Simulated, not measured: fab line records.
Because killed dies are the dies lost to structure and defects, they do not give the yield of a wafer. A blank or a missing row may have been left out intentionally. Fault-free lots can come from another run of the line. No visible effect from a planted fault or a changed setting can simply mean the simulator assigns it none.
Matching of chambers    flow gf180mcu    rie_diel-04 running GF_SAB_ETCH_11: 4 sister chambers
The step etches SiO2 in C4F8/O2/Ar, target depth 55 nm, time 8.5 s. 8 wafers are shown with their chamber, then 9 later ones without.

## WAFERS, EACH WITH ITS CHAMBER
wafer   chamber  oes_product_au (a.u.)
L083.3  2        0.998
L083.5  0        0.997
L084.2  1        1.010
L084.3  0        1.002
L084.4  3        1.006
L085.3  1        0.990
L085.4  2        1.003
L085.6  3        1.001

## WAFERS WITHOUT THEIR CHAMBER
wafer   oes_product_au (a.u.)
L086.4  0.997
L086.5  0.985
L086.6  0.993
L087.1  0.990
L087.5  1.002
L087.6  0.991
L090.2  1.007
L090.3  1.003
L090.5  1.005

## WHICH CHAMBER EACH ONE RAN IN
wafer   from the rows above                in truth
L086.4  can't be placed: 0 or 1 or 2 or 3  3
L086.5  can't be placed: 0 or 1 or 2 or 3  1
L086.6  can't be placed: 0 or 1 or 2 or 3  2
L087.1  can't be placed: 0 or 1 or 2 or 3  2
L087.5  can't be placed: 3 or 2 or 1 or 0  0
L087.6  can't be placed: 0 or 1 or 2 or 3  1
L090.2  can't be placed: 3 or 2 or 1 or 0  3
L090.3  can't be placed: 3 or 2 or 1 or 0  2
L090.5  can't be placed: 3 or 2 or 1 or 0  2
Placed correctly: 0 of 9. These rows do not allow placing 9 (true chamber among the candidates in 9). Wrongly placed: 0.
How it was worked out, from the rows above alone: a wafer's distance from a chamber is the root of the sum, over the readings, of the square of ((its reading less the chamber's mean) divided by the reading's scatter). If the next closest chamber is less than 2 further off than the closest, the wafer can't be placed; otherwise it belongs to the closest. A chamber's mean is the mean of its shown wafers. The scatter: take each reading less its chamber's mean, square it, sum over the shown wafers, divide by the number of wafers less the number of chambers, and take the root.
